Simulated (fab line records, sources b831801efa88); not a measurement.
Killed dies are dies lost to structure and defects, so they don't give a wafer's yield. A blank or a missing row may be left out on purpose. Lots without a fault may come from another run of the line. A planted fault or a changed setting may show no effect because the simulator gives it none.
Which tool did it? | flow sky130 | 12 lots, 36 wafers sampled, at 5 steps of a route of 708

WHAT THE GAUGES READ, wafer by wafer
SKY_RES_PROTECT_TW_MEAS_08. Usual: POLY_GATE_TW 4021, standard deviation 25.
lot  | measured     | on            | POLY_GATE_TW   | flag
L263 | day 14 20:29 | film_metro-03 | 4036 4028 4022 |
L264 | day 15 13:44 | film_metro-03 | 4019 4025 4009 |
L268 | day 16 23:44 | film_metro-03 | 4035 4050 4045 |
L272 | day 18 06:32 | film_metro-03 | 4072 4078 4065 |
L273 | day 18 15:09 | film_metro-03 | 4049 4051 4060 |
L275 | day 19 09:30 | film_metro-03 | 3979 4005 4022 |
L277 | day 20 01:45 | film_metro-04 | 3999 4008 4024 |
L279 | day 21 07:04 | film_metro-03 | 4048 4065 4030 |
L280 | day 21 11:32 | film_metro-02 | 4016 4028 4012 |
L281 | day 21 16:59 | film_metro-03 | 4051 4020 4051 |
L284 | day 22 17:57 | film_metro-03 | 4023 4036 4004 |
L285 | day 23 02:44 | film_metro-02 | 4071 4043 4047 |

SKY_POLY_GATE_CD_MEAS_13: target cd 150 nm. Usual: cd_nm 150.1 nm, standard deviation 1.4.
lot  | measured     | on        | cd_nm (nm)        | flag
L263 | day 16 02:55 | cd_sem-02 | 152.8 152.4 151.2 |
L264 | day 16 20:00 | cd_sem-01 | 150.1 149.2 148.8 |
L268 | day 18 07:19 | cd_sem-02 | 149.8 148.7 149.6 |
L272 | day 19 17:05 | cd_sem-01 | 151.9 151.6 152.1 |
L273 | day 20 00:16 | cd_sem-02 | 147.3 147.6 148.0 |
L275 | day 20 20:49 | cd_sem-01 | 151.9 151.7 151.8 |
L277 | day 21 11:01 | cd_sem-02 | 149.3 148.5 148.6 |
L279 | day 22 15:57 | cd_sem-02 | 151.0 151.8 150.7 |
L280 | day 22 20:02 | cd_sem-02 | 150.3 152.1 151.3 |
L281 | day 23 01:02 | cd_sem-01 | 150.5 150.2 150.9 |
L284 | day 24 05:13 | cd_sem-02 | 149.8 148.3 150.0 |
L285 | day 24 10:17 | cd_sem-02 | 149.0 149.1 148.7 |

SKY_LDD_HVN_TW_MEAS_10. Usual: LDD_HVN_TW 1432, standard deviation 7.4.
lot  | measured     | on            | LDD_HVN_TW     | flag
L263 | day 20 03:11 | film_metro-04 | 1773 1770 1768 | OFF
L264 | day 20 19:23 | film_metro-04 | 1420 1423 1426 |
L268 | day 22 09:56 | film_metro-04 | 1426 1419 1423 |
L272 | day 23 17:14 | film_metro-04 | 1773 1781 1780 | OFF
L273 | day 24 00:19 | film_metro-01 | 1787 1789 1782 | OFF
L275 | day 24 19:11 | film_metro-02 | 1437 1431 1426 |
L277 | day 25 07:59 | film_metro-04 | 1437 1427 1433 |
L279 | day 26 13:24 | film_metro-04 | 1421 1422 1428 |
L280 | day 26 15:46 | film_metro-01 | 1437 1442 1432 |
L281 | day 26 21:38 | film_metro-01 | 1438 1444 1431 |
L284 | day 28 00:11 | film_metro-02 | 1433 1432 1424 |
L285 | day 28 05:34 | film_metro-01 | 1436 1435 1437 |

WHICH TOOL RAN EACH LOT (tool, then ch and the chambers of the sampled wafers, then the start)
lot  | SKY_POLY_GATE_ETCH_16              | SKY_LDD_HVN_IMPLANT_08
L263 | rie_diel-02 ch 0,2, day 16 03:08   | implanter-02 ch 0, day 20 02:38
L264 | rie_diel-03 ch 1,2,3, day 16 20:13 | implanter-03 ch 0, day 20 19:08
L268 | rie_diel-03 ch 1,2,3, day 18 07:32 | implanter-01 ch 0, day 22 09:41
L272 | rie_diel-02 ch 0,2,3, day 19 17:20 | implanter-01 ch 0, day 23 16:40
L273 | rie_diel-03 ch 0,3, day 20 00:28   | implanter-02 ch 0, day 23 23:25 and implanter-01 ch 0, day 23 23:59
L275 | rie_diel-04 ch 0,1,3, day 20 21:01 | implanter-02 ch 0, day 24 18:58
L277 | rie_diel-02 ch 1,3, day 21 11:19   | implanter-01 ch 0, day 25 07:46
L279 | rie_diel-03 ch 1,2, day 22 16:08   | implanter-02 ch 0, day 26 13:11
L280 | rie_diel-04 ch 1,2, day 22 20:16   | implanter-03 ch 0, day 26 15:31
L281 | rie_diel-03 ch 2,3, day 23 01:16   | implanter-03 ch 0, day 26 21:22
L284 | rie_diel-04 ch 0,1, day 24 05:25   | implanter-02 ch 0, day 27 23:58
L285 | rie_diel-02 ch 0,3, day 24 10:31   | implanter-02 ch 0, day 28 05:19
- SKY_POLY_GATE_ETCH_16: etches Si3N4 in CH3F/O2, stops on poly-Si, time 147.5 s, target depth 75 nm.
- SKY_LDD_HVN_IMPLANT_08

WHAT THE TOOLS THEMSELVES READ (means of the sampled wafers that have a number; where no wafer has one, the mark that the record gives instead)
SKY_POLY_GATE_ETCH_16. Usual: O2_flow_sccm 30.00 sccm, standard deviation 0.099; chamber_pressure_mTorr 24.998 mTorr, standard deviation 0.024; drypump_motor_current_A 5.6 A, standard deviation 0.37; oes_product_au 0.640 a.u., standard deviation 0.0049; throttle_valve_pct 10.535 %, standard deviation 0.01.
lot  | tool        | O2_flow_sccm (sccm) | chamber_pressure_mTorr (mTorr) | drypump_motor_current_A (A) | oes_product_au (a.u.) | throttle_valve_pct (%) | flag
L263 | rie_diel-02 | 29.94               | 25.017                         | 5.9                         | 0.632                 | 10.542                 |
L264 | rie_diel-03 | 30.07               | 25.011                         | 5.3                         | 0.642                 | 10.536                 |
L268 | rie_diel-03 | 29.97               | 25.004                         | 5.3                         | 0.643                 | 10.539                 |
L272 | rie_diel-02 | 30.00               | 25.003                         | 5.8                         | 0.642                 | 10.523                 |
L273 | rie_diel-03 | 30.03               | 25.008                         | 5.9                         | 0.641                 | 10.541                 |
L275 | rie_diel-04 | 30.09               | 24.996                         | 5.6                         | 0.636                 | 10.538                 |
L277 | rie_diel-02 | 30.07               | 25.006                         | 5.5                         | 0.637                 | 10.530                 |
L279 | rie_diel-03 | 29.96               | 24.994                         | 5.3                         | 0.640                 | 10.536                 |
L280 | rie_diel-04 | 30.03               | 24.988                         | 5.6                         | 0.643                 | 10.534                 |
L281 | rie_diel-03 | 30.04               | 25.029                         | 5.1                         | 0.639                 | 10.522                 |
L284 | rie_diel-04 | 30.01               | 24.980                         | 5.7                         | 0.638                 | 10.529                 |
L285 | rie_diel-02 | 30.06               | 24.992                         | 5.9                         | 0.638                 | 10.536                 |

SKY_LDD_HVN_IMPLANT_08. Usual: end_station_pressure_torr 5.14e-06 Torr, standard deviation 2.8e-07.
lot  | tool                      | end_station_pressure_torr (Torr) | flag
L263 | implanter-02              | 5.04e-06                         |
L264 | implanter-03              | 5.11e-06                         |
L268 | implanter-01              | 5.03e-06                         |
L272 | implanter-01              | 4.99e-06                         |
L273 | implanter-02/implanter-01 | 5.14e-06                         |
L275 | implanter-02              | 5.22e-06                         |
L277 | implanter-01              | 5.01e-06                         |
L279 | implanter-02              | 5.13e-06                         |
L280 | implanter-03              | 5.13e-06                         |
L281 | implanter-03              | 4.90e-06                         |
L284 | implanter-02              | 5.22e-06                         |
L285 | implanter-02              | 5.20e-06                         |

THE ANSWER, worked out from the rows above alone
Rule: a lot is off if the mean of its wafers that have a number lies more than 3 standard deviations from the usual mean. A lot without any number at a reading at which 4 lots or more have one is off too. The other lots that the step has rows for count as sound. The gauges are gone through in route order, then the tools' own readings, and for those a lot's mean is taken as printed above. The first step at which some lot is off is used, and at that step the reading that is off furthest; a lot without a number counts as furthest.
Off: L263, L272, L273, at SKY_LDD_HVN_TW_MEAS_10 (LDD_HVN_TW).
A tool fits if, at a process step before that reading, it ran every lot that is off, and no sound lot after the first of them. The gauges at SKY_LDD_HVN_TW_MEAS_10 are tried like those tools. None of those tried fits.

WHAT THE SIMULATOR HAD PUT IN
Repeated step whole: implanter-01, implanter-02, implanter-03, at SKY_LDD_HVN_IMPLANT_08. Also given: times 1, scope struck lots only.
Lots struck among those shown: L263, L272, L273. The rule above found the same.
